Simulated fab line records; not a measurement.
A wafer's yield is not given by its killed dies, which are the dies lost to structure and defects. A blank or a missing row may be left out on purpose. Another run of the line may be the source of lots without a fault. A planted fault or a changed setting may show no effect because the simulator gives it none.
One fault seen from 2 desks || flow sky130 || each desk has only its own numbers; what lay behind them comes last

## DESK OF THE TOOL OWNER: pvdSputter-03
The tool's own readings at SKY_METAL2_SPUTTER_01 (material TiN, target thk 20 nm, time 16.7 s): means of the sampled wafers that have a number, for each lot that ran on this tool. Any lot whose mean is over 4 standard deviations away from the usual mean is out of limits and marked OUT; that distance is given in the brackets.
Columns: A = cathodeDcPowerW at SKY_METAL2_SPUTTER_01, usual 6500.1 W; B = throttleValvePct at SKY_METAL2_SPUTTER_01, usual 29.7 %
{"lot": "L986", "first seen here": "day 34 13:05", "A": 6500.3, "B": 30.0}
{"lot": "L987", "first seen here": "day 34 23:12", "A": 6498.8, "B": 29.8}
{"lot": "L993", "first seen here": "day 37 08:22", "A": "6419.8 (-67) OUT", "B": 29.7}
This desk's verdict: out of limits on L993, starting with L993 at day 37 08:22 (cathodeDcPowerW at SKY_METAL2_SPUTTER_01). L986, L987 stayed within limits.

## THE METROLOGY DESK
Means of the sampled wafers that have a number, per lot and without regard to the tool the lot ran on: this is what the gauges read. Any lot whose mean is over 4 standard deviations away from the usual mean is out of limits and marked OUT; that distance is given in the brackets.
Columns: A = cdNm at SKY_METAL1_CD_MEAS_15, usual 139.9 nm
{"lot": "L984", "first seen here": "day 32 19:01", "A": 141.0}
{"lot": "L986", "first seen here": "day 33 07:28", "A": 138.6}
{"lot": "L985", "first seen here": "day 33 09:21", "A": 139.6}
{"lot": "L987", "first seen here": "day 33 18:26", "A": 138.0}
{"lot": "L989", "first seen here": "day 34 06:29", "A": 139.7}
{"lot": "L993", "first seen here": "day 36 04:04", "A": 138.7}
{"lot": "L997", "first seen here": "day 37 18:27", "A": 139.0}
{"lot": "L999", "first seen here": "day 38 02:02", "A": 141.7}
{"lot": "L100", "first seen here": "day 38 17:56", "A": 139.2}
{"lot": "L103", "first seen here": "day 38 23:58", "A": 141.9}
{"lot": "L102", "first seen here": "day 39 05:50", "A": 137.7}
{"lot": "L105", "first seen here": "day 39 12:13", "A": 141.7}
Result from this desk: across the 12 lots, nothing is out of limits.

## ALL TOGETHER
An alarm could have come from the tool owner's desk at day 37 08:22, on L993.
From the metrology desk's view, nothing was out of limits.
The metrology desk has L993 on record, within its limits.
All the named lots went through SKY_METAL2_SPUTTER_01 on pvdSputter-03.

## WHAT HAD BEEN PUT IN BY THE SIMULATOR
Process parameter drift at SKY_METAL2_SPUTTER_01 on pvdSputter-03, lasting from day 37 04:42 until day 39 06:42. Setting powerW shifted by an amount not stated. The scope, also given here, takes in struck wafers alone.
Struck lots among those shown: L993.
Hours from the fault's start to each desk's first reading out of limits: the tool owner's desk, 4.
